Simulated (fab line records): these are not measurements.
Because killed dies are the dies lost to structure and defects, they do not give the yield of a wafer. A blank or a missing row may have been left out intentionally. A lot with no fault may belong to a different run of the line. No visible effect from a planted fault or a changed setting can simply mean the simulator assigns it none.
Which tool was responsible?    flow gf180mcu    6 lots (18 wafers sampled), 1 step of a 602-step route

WHAT THE GAUGES READ, wafer by wafer
GF_STI_THK_MEAS_22.
lot   measured     on             STI_OXIDATION_01_THK (nm)
L944  day 2 21:49  film_metro-01  15.09 15.22 15.07
L946  day 3 02:06  film_metro-04  15.10 15.32 15.18
L949  day 3 15:31  film_metro-01  14.96 14.89 14.92
L952  day 4 08:48  film_metro-04  14.82 14.76 14.67
L956  day 5 06:56  film_metro-02  15.01 14.94 15.10
L959  day 5 18:20  film_metro-02  15.40 15.27 15.31

WHICH TOOL RAN EACH LOT (tool, then ch and the chambers of the sampled wafers, then the start)
The record holds no process step before these readings.

THE ANSWER, worked out from the rows above alone
Rule: the lots themselves supply what counts as usual. Put in order of their means at a reading, lots are off if they are a third of the lots or fewer, leave a main group of 4 or more, and stand apart from it by a gap of 3 or more times the standard deviation of the main group's means; of several such gaps the widest counts. A main group is skipped when, at the precision printed for the reading in the tables above, its means are all equal. Also off: a lot with no number at a reading for which 4 or more lots have one. The other lots that the step has rows for count as sound.
No lot is off at any reading shown: from this, nothing can be told.

WHAT THE SIMULATOR PUT IN
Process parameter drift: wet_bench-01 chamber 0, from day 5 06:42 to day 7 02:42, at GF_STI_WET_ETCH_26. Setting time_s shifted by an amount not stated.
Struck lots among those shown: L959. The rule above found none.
